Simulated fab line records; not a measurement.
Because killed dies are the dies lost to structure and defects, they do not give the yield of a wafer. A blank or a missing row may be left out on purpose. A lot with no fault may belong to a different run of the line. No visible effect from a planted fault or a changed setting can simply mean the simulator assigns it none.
Which tool was responsible? / flow gf180mcu / 12 lots, 36 wafers sampled, at 6 steps of a route of 602

== WHAT THE GAUGES READ, wafer by wafer ==
GF_VT_IMPLANT_OVL_MEAS_29. Usual: VT_IMPLANT_02_OVL gives -0.5 nm (standard deviation 1.5).
lot=L250; measured=day 7 12:26; on=overlay-01; VT_IMPLANT_02_OVL (nm)=-1.8 0.5 0.0; flag=
lot=L251; measured=day 7 22:49; on=overlay-02; VT_IMPLANT_02_OVL (nm)=-0.3 3.5 2.5; flag=
lot=L253; measured=day 8 10:41; on=overlay-02; VT_IMPLANT_02_OVL (nm)=0.4 -2.1 -3.4; flag=
lot=L254; measured=day 8 18:31; on=overlay-01; VT_IMPLANT_02_OVL (nm)=-3.0 -2.6 -1.7; flag=
lot=L258; measured=day 9 21:09; on=overlay-01; VT_IMPLANT_02_OVL (nm)=-0.9 0.1 -0.4; flag=
lot=L261; measured=day 10 17:23; on=overlay-01; VT_IMPLANT_02_OVL (nm)=1.3 0.8 2.8; flag=
lot=L263; measured=day 11 05:28; on=overlay-01; VT_IMPLANT_02_OVL (nm)=0.4 1.2 1.3; flag=
lot=L266; measured=day 12 02:15; on=overlay-02; VT_IMPLANT_02_OVL (nm)=-1.0 -0.4 2.3; flag=
lot=L267; measured=day 12 14:49; on=overlay-01; VT_IMPLANT_02_OVL (nm)=0.9 0.8 2.0; flag=
lot=L271; measured=day 13 11:25; on=overlay-01; VT_IMPLANT_02_OVL (nm)=-4.4 -2.8 -2.0; flag=
lot=L272; measured=day 13 17:43; on=overlay-02; VT_IMPLANT_02_OVL (nm)=0.7 -2.4 0.0; flag=
lot=L273; measured=day 13 23:28; on=overlay-02; VT_IMPLANT_02_OVL (nm)=-1.0 -0.2 -0.8; flag=

GF_POLY_GATE_CD_MEAS_18. Usual: 279.4 nm for cd_nm, sd 2.
lot=L250; measured=day 10 07:07; on=cd_sem-02; cd_nm (nm)=282.3 280.6 278.8; flag=
lot=L251; measured=day 10 19:55; on=cd_sem-02; cd_nm (nm)=281.7 279.6 280.0; flag=
lot=L253; measured=day 11 07:49; on=cd_sem-02; cd_nm (nm)=278.9 277.3 278.3; flag=
lot=L254; measured=day 11 14:56; on=cd_sem-01; cd_nm (nm)=278.4 278.8 277.8; flag=
lot=L258; measured=day 12 23:19; on=cd_sem-02; cd_nm (nm)=279.7 279.0 276.8; flag=
lot=L261; measured=day 13 17:07; on=cd_sem-02; cd_nm (nm)=281.9 278.6 282.3; flag=
lot=L263; measured=day 14 06:37; on=cd_sem-02; cd_nm (nm)=277.6 275.9 277.2; flag=
lot=L266; measured=day 15 02:48; on=cd_sem-02; cd_nm (nm)=283.2 279.4 282.0; flag=
lot=L267; measured=day 15 16:44; on=cd_sem-01; cd_nm (nm)=279.4 277.5 277.2; flag=
lot=L271; measured=day 16 14:07; on=cd_sem-02; cd_nm (nm)=284.8 283.9 284.0; flag=
lot=L272; measured=day 17 00:25; on=cd_sem-02; cd_nm (nm)=279.9 280.9 280.8; flag=
lot=L273; measured=day 17 04:46; on=cd_sem-01; cd_nm (nm)=282.0 279.6 280.7; flag=

GF_HV_LDD_TW_MEAS_11. Usual: HV_LDD_TW gives 2389 (standard deviation 29).
lot=L250; measured=day 11 04:32; on=film_metro-03; HV_LDD_TW=2421 2424 2428; flag=
lot=L251; measured=day 11 17:12; on=film_metro-03; HV_LDD_TW=2411 2414 2418; flag=
lot=L253; measured=day 12 05:58; on=film_metro-02; HV_LDD_TW=2359 2367 2363; flag=
lot=L254; measured=day 12 12:59; on=film_metro-02; HV_LDD_TW=2353 2364 2363; flag=
lot=L258; measured=day 13 20:41; on=film_metro-03; HV_LDD_TW=2434 2427 2422; flag=
lot=L261; measured=day 14 15:19; on=film_metro-03; HV_LDD_TW=2417 2401 2422; flag=
lot=L263; measured=day 15 04:32; on=film_metro-03; HV_LDD_TW=2428 2443 2421; flag=
lot=L266; measured=day 16 02:32; on=film_metro-02; HV_LDD_TW=2358 2354 2370; flag=
lot=L267; measured=day 16 16:07; on=film_metro-02; HV_LDD_TW=2363 2379 2356; flag=
lot=L271; measured=day 17 13:43; on=film_metro-03; HV_LDD_TW=2412 2434 2422; flag=
lot=L272; measured=day 18 00:25; on=film_metro-02; HV_LDD_TW=2193 2208 2212; flag=OFF
lot=L273; measured=day 18 05:23; on=film_metro-02; HV_LDD_TW=2211 2208 2210; flag=OFF

GF_HV_LDD_RS_MEAS_53: measures by four-point-probe. Usual: HV_LDD_RS gives 418.9 ohm/sq (standard deviation 0.94).
lot=L250; measured=day 13 20:47; on=film_metro-04; HV_LDD_RS (ohm/sq)=420.4 419.7 419.8; flag=
lot=L251; measured=day 14 09:57; on=film_metro-03; HV_LDD_RS (ohm/sq)=419.0 419.3 418.5; flag=
lot=L253; measured=day 14 23:10; on=film_metro-02; HV_LDD_RS (ohm/sq)=418.9 417.9 418.6; flag=
lot=L254; measured=day 15 04:34; on=film_metro-04; HV_LDD_RS (ohm/sq)=418.4 418.8 418.5; flag=
lot=L258; measured=day 16 16:43; on=film_metro-04; HV_LDD_RS (ohm/sq)=419.2 417.8 419.5; flag=
lot=L261; measured=day 17 15:12; on=film_metro-04; HV_LDD_RS (ohm/sq)=421.4 419.8 420.0; flag=
lot=L263; measured=day 18 05:25; on=film_metro-03; HV_LDD_RS (ohm/sq)=418.6 418.4 418.8; flag=
lot=L266; measured=day 19 04:44; on=film_metro-03; HV_LDD_RS (ohm/sq)=418.5 418.6 419.2; flag=
lot=L267; measured=day 19 18:24; on=film_metro-04; HV_LDD_RS (ohm/sq)=418.9 419.2 418.1; flag=
lot=L271; measured=day 20 18:21; on=film_metro-04; HV_LDD_RS (ohm/sq)=420.2 418.8 419.1; flag=
lot=L272; measured=day 21 03:54; on=film_metro-03; HV_LDD_RS (ohm/sq)=465.8 465.2 463.6; flag=OFF
lot=L273; measured=day 21 09:41; on=film_metro-03; HV_LDD_RS (ohm/sq)=467.8 466.8 467.7; flag=OFF

== WHAT TOOL EACH LOT RAN ON (gives the tool, then ch and the chambers of the sampled wafers, and finally the start) ==
lot=L250; GF_MVPSD_STRIP_10=plasma_asher-03 ch 0,1, day 5 08:42; GF_HV_LDD_IMPLANT_09=implanter-03 ch 0, day 11 04:17
lot=L251; GF_MVPSD_STRIP_10=plasma_asher-04 ch 0,1, day 5 18:53; GF_HV_LDD_IMPLANT_09=implanter-01 ch 0, day 11 16:59
lot=L253; GF_MVPSD_STRIP_10=plasma_asher-03 ch 0,1, day 6 06:13; GF_HV_LDD_IMPLANT_09=implanter-03 ch 0, day 12 05:43
lot=L254; GF_MVPSD_STRIP_10=plasma_asher-04 ch 0,1, day 6 12:10; GF_HV_LDD_IMPLANT_09=implanter-02 ch 0, day 12 12:44
lot=L258; GF_MVPSD_STRIP_10=plasma_asher-04 ch 0,1, day 7 11:31; GF_HV_LDD_IMPLANT_09=implanter-03 ch 0, day 13 20:27
lot=L261; GF_MVPSD_STRIP_10=plasma_asher-02 ch 0,1, day 8 06:21; GF_HV_LDD_IMPLANT_09=implanter-03 ch 0, day 14 15:04
lot=L263; GF_MVPSD_STRIP_10=plasma_asher-03 ch 0,1, day 8 16:58; GF_HV_LDD_IMPLANT_09=implanter-01 ch 0, day 15 04:18
lot=L266; GF_MVPSD_STRIP_10=plasma_asher-02 ch 0,1, day 9 11:50; GF_HV_LDD_IMPLANT_09=implanter-01 ch 0, day 16 02:19
lot=L267; GF_MVPSD_STRIP_10=plasma_asher-03 ch 0,1, day 9 23:30; GF_HV_LDD_IMPLANT_09=implanter-02 ch 0, day 16 15:52
lot=L271; GF_MVPSD_STRIP_10=plasma_asher-03 ch 0,1, day 10 20:21; GF_HV_LDD_IMPLANT_09=implanter-03 ch 0, day 17 13:28
lot=L272; GF_MVPSD_STRIP_10=plasma_asher-02 ch 0,1, day 11 03:40; GF_HV_LDD_IMPLANT_09=implanter-03 ch 0, day 18 00:10
lot=L273; GF_MVPSD_STRIP_10=plasma_asher-02 ch 0,1, day 11 08:08; GF_HV_LDD_IMPLANT_09=implanter-03 ch 0, day 18 05:10
- GF_MVPSD_STRIP_10: strips in O2/N2.
- GF_HV_LDD_IMPLANT_09

== WHAT THE TOOLS THEMSELVES READ (means of the sampled wafers that have a number; where no wafer has one, the mark that the record gives instead) ==
GF_MVPSD_STRIP_10. Usual: drypump_motor_current_A 6.01 A, standard deviation 0.29; heater_power_w 337 W, standard deviation 42; n2_flow_sccm 300.0 sccm, standard deviation 0.89; oes_product_au 0.723 a.u., standard deviation 0.0042; strip_time_to_endpoint_s 37.02 s, standard deviation 0.11.
lot=L250; tool=plasma_asher-03; drypump_motor_current_A (A)=6.06; heater_power_w (W)=304; n2_flow_sccm (sccm)=300.5; oes_product_au (a.u.)=0.722; strip_time_to_endpoint_s (s)=37.11; flag=
lot=L251; tool=plasma_asher-04; drypump_motor_current_A (A)=5.73; heater_power_w (W)=340; n2_flow_sccm (sccm)=300.3; oes_product_au (a.u.)=0.722; strip_time_to_endpoint_s (s)=37.10; flag=
lot=L253; tool=plasma_asher-03; drypump_motor_current_A (A)=6.06; heater_power_w (W)=302; n2_flow_sccm (sccm)=301.0; oes_product_au (a.u.)=0.717; strip_time_to_endpoint_s (s)=37.18; flag=
lot=L254; tool=plasma_asher-04; drypump_motor_current_A (A)=5.68; heater_power_w (W)=361; n2_flow_sccm (sccm)=300.3; oes_product_au (a.u.)=0.719; strip_time_to_endpoint_s (s)=37.20; flag=
lot=L258; tool=plasma_asher-04; drypump_motor_current_A (A)=5.71; heater_power_w (W)=334; n2_flow_sccm (sccm)=300.3; oes_product_au (a.u.)=0.720; strip_time_to_endpoint_s (s)=36.84; flag=
lot=L261; tool=plasma_asher-02; drypump_motor_current_A (A)=6.10; heater_power_w (W)=366; n2_flow_sccm (sccm)=300.1; oes_product_au (a.u.)=0.719; strip_time_to_endpoint_s (s)=36.99; flag=
lot=L263; tool=plasma_asher-03; drypump_motor_current_A (A)=6.31; heater_power_w (W)=301; n2_flow_sccm (sccm)=299.6; oes_product_au (a.u.)=0.720; strip_time_to_endpoint_s (s)=37.04; flag=
lot=L266; tool=plasma_asher-02; drypump_motor_current_A (A)=6.03; heater_power_w (W)=334; n2_flow_sccm (sccm)=300.2; oes_product_au (a.u.)=0.723; strip_time_to_endpoint_s (s)=36.88; flag=
lot=L267; tool=plasma_asher-03; drypump_motor_current_A (A)=6.07; heater_power_w (W)=306; n2_flow_sccm (sccm)=299.9; oes_product_au (a.u.)=0.720; strip_time_to_endpoint_s (s)=37.03; flag=
lot=L271; tool=plasma_asher-03; drypump_motor_current_A (A)=6.32; heater_power_w (W)=300; n2_flow_sccm (sccm)=300.1; oes_product_au (a.u.)=0.725; strip_time_to_endpoint_s (s)=36.97; flag=
lot=L272; tool=plasma_asher-02; drypump_motor_current_A (A)=6.02; heater_power_w (W)=330; n2_flow_sccm (sccm)=301.0; oes_product_au (a.u.)=0.724; strip_time_to_endpoint_s (s)=37.05; flag=
lot=L273; tool=plasma_asher-02; drypump_motor_current_A (A)=6.02; heater_power_w (W)=337; n2_flow_sccm (sccm)=301.5; oes_product_au (a.u.)=0.723; strip_time_to_endpoint_s (s)=36.85; flag=

GF_HV_LDD_IMPLANT_09. Usual: dose_ions_cm2 1.0001e+14, standard deviation 1e+11; faraday_current_uA 566, standard deviation 11.
lot=L250 tool=implanter-03 dose_ions_cm2=9.9997e+13 faraday_current_uA=578 flag=
lot=L251 tool=implanter-01 dose_ions_cm2=1.0015e+14 faraday_current_uA=568 flag=
lot=L253 tool=implanter-03 dose_ions_cm2=9.9993e+13 faraday_current_uA=570 flag=
lot=L254 tool=implanter-02 dose_ions_cm2=1.0002e+14 faraday_current_uA=570 flag=
lot=L258 tool=implanter-03 dose_ions_cm2=1.0006e+14 faraday_current_uA=575 flag=
lot=L261 tool=implanter-03 dose_ions_cm2=1.0007e+14 faraday_current_uA=567 flag=
lot=L263 tool=implanter-01 dose_ions_cm2=1.0008e+14 faraday_current_uA=563 flag=
lot=L266 tool=implanter-01 dose_ions_cm2=1.0005e+14 faraday_current_uA=564 flag=
lot=L267 tool=implanter-02 dose_ions_cm2=1.0002e+14 faraday_current_uA=568 flag=
lot=L271 tool=implanter-03 dose_ions_cm2=1.0007e+14 faraday_current_uA=569 flag=
lot=L272 tool=implanter-03 dose_ions_cm2=7.7260e+13 faraday_current_uA=440 flag=OFF
lot=L273 tool=implanter-03 dose_ions_cm2=7.7403e+13 faraday_current_uA=435 flag=OFF

== THE ANSWER, worked out from the rows above alone ==
Rule: take the mean of a lot's wafers that have a number; if it is more than 3 standard deviations from the usual mean, the lot is off. A lot without any number at a reading at which 4 lots or more have one is off too. All remaining lots with rows at the step are treated as sound. The gauges are gone through in route order, then the tools' own readings, and for those a lot's mean is taken as printed above. At the first step where some lot is off, the reading lying furthest off is the one used; lots without a number count as furthest.
Off: L272, L273, at GF_HV_LDD_TW_MEAS_11 (HV_LDD_TW).
If a tool, at a process step before that reading, ran all the lots that are off and no sound lot after the first of them, it fits. Not tried: the gauges at GF_HV_LDD_TW_MEAS_11; whatever is off there is also off at GF_HV_LDD_RS_MEAS_53, on other tools, and gauge error can't account for it. This does not decide it: 2 tools fit, namely plasma_asher-02 at GF_MVPSD_STRIP_10 and implanter-03 at GF_HV_LDD_IMPLANT_09.

== WHAT HAD BEEN PUT IN BY THE SIMULATOR ==
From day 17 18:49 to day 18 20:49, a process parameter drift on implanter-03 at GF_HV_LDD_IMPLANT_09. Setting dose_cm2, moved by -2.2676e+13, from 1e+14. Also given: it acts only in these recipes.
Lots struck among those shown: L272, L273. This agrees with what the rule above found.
